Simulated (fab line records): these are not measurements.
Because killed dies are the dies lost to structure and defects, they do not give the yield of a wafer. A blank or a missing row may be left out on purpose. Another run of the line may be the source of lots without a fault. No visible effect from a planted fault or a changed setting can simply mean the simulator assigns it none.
The tool behind it: which one? -- flow sky130 -- 14 lots, 42 wafers sampled, at 3 steps of a route of 708

WHAT EACH GAUGE READ, for each wafer
SKY_SONOS_ONO_THK_MEAS_05. Usual: SONOS_ONO_CVD_04_THK 5.71 nm, standard deviation 0.097.
lot,measured,on,SONOS_ONO_CVD_04_THK (nm),flag
L499,day 11 09:25,film_metro-04,5.77 5.79 5.84,
L500,day 12 11:37,film_metro-04,5.70 5.62 5.59,
L501,day 12 11:37,film_metro-03,5.65 5.75 5.69,
L503,day 12 17:35,film_metro-04,5.61 5.74 5.72,
L502,day 12 17:36,film_metro-02,5.66 5.65 5.62,
L504,day 13 06:35,film_metro-03,5.53 5.63 5.61,
L509,day 14 23:16,film_metro-04,5.88 5.75 5.81,
L511,day 15 22:28,film_metro-03,5.74 5.78 5.82,
L515,day 17 03:36,film_metro-02,5.76 5.78 5.75,
L516,day 17 07:52,film_metro-02,5.58 5.64 5.64,
L518,day 18 10:26,film_metro-02,5.70 5.56 5.64,
L519,day 18 23:14,film_metro-03,5.77 5.87 5.81,
L521,day 19 09:42,film_metro-03,5.60 5.58 5.67,
L522,day 19 11:02,film_metro-04,5.72 5.73 5.80,

SKY_SONOS_ONO_OVL_MEAS_14. Usual: SONOS_ONO_OVL -0.4 nm, standard deviation 1.3.
lot,measured,on,SONOS_ONO_OVL (nm),flag
L499,day 12 09:57,overlay-02,0.0 0.8 1.2,
L500,day 13 11:47,overlay-02,0.0 0.2 -1.4,
L501,day 13 11:59,overlay-02,0.1 -1.1 1.5,
L503,day 13 18:24,overlay-02,-1.2 -0.2 -1.4,
L502,day 13 18:54,overlay-02,-1.8 -1.5 -1.6,
L504,day 14 08:38,overlay-02,-0.3 0.0 1.0,
L509,day 16 02:11,overlay-02,-0.7 -3.0 1.3,
L511,day 17 01:54,overlay-02,-1.9 0.2 -0.2,
L515,day 18 07:55,overlay-02,-1.5 -2.6 -2.0,
L516,day 18 13:02,overlay-01,1.3 0.5 0.4,
L518,day 19 16:57,overlay-01,-1.8 -0.5 -0.1,
L519,day 20 05:32,overlay-02,-1.0 -1.0 -1.5,
L521,day 20 15:33,overlay-02,-0.4 -0.8 -1.0,
L522,day 20 17:08,overlay-01,0.3 -0.4 -0.2,

SKY_GATE_OXIDE_OVL_MEAS_10. Usual: GATE_OXIDE_OVL 0.5 nm, standard deviation 1.5.
lot,measured,on,GATE_OXIDE_OVL (nm),flag
L499,day 13 11:47,overlay-01,-1.0 0.5 -1.5,
L500,day 14 17:41,overlay-02,-1.3 -1.1 0.2,
L501,day 14 18:01,overlay-01,4.0 2.9 2.6,
L503,day 14 23:53,overlay-02,1.3 -0.2 2.3,
L502,day 14 23:29,overlay-02,0.9 -0.3 -0.2,
L504,day 15 13:59,overlay-01,-1.3 -0.1 -1.2,
L509,day 17 11:41,overlay-01,3.7 2.9 2.6,
L511,day 18 09:08,overlay-02,1.3 1.4 -0.3,
L515,day 19 18:14,overlay-02,2.1 1.6 0.6,
L516,day 19 23:32,overlay-02,-1.2 -1.9 -2.3,
L518,day 21 00:45,overlay-02,0.0 -0.9 -0.2,
L519,day 21 13:50,overlay-02,-0.4 0.6 2.2,
L521,day 21 23:37,overlay-01,0.5 0.1 0.2,
L522,day 22 01:38,overlay-01,2.3 3.4 2.6,

EACH LOT AND THE TOOL THAT RAN IT (in order: tool; ch and the chambers of the sampled wafers; start)
Before these readings, the record contains no process step.

WHAT THE TOOLS THEMSELVES READ (means of the sampled wafers that have a number; where no wafer has one, the mark that the record gives instead)
The record holds no such reading with a usual standard deviation.

THE ANSWER, worked out from the rows above alone
Rule: lot off if the mean of its wafers having a number is beyond 3 standard deviations from the usual mean. A lot without any number at a reading at which 4 lots or more have one is off too. All remaining lots with rows at the step are treated as sound. First the gauges in route order, then the tools' own readings, where a lot's mean is used as printed above. The first step at which some lot is off is used, and at that step the reading that is off furthest; a lot without a number counts as furthest.
No lot is off at any reading shown: from this, nothing can be told.

WHAT THE SIMULATOR HAD INSERTED
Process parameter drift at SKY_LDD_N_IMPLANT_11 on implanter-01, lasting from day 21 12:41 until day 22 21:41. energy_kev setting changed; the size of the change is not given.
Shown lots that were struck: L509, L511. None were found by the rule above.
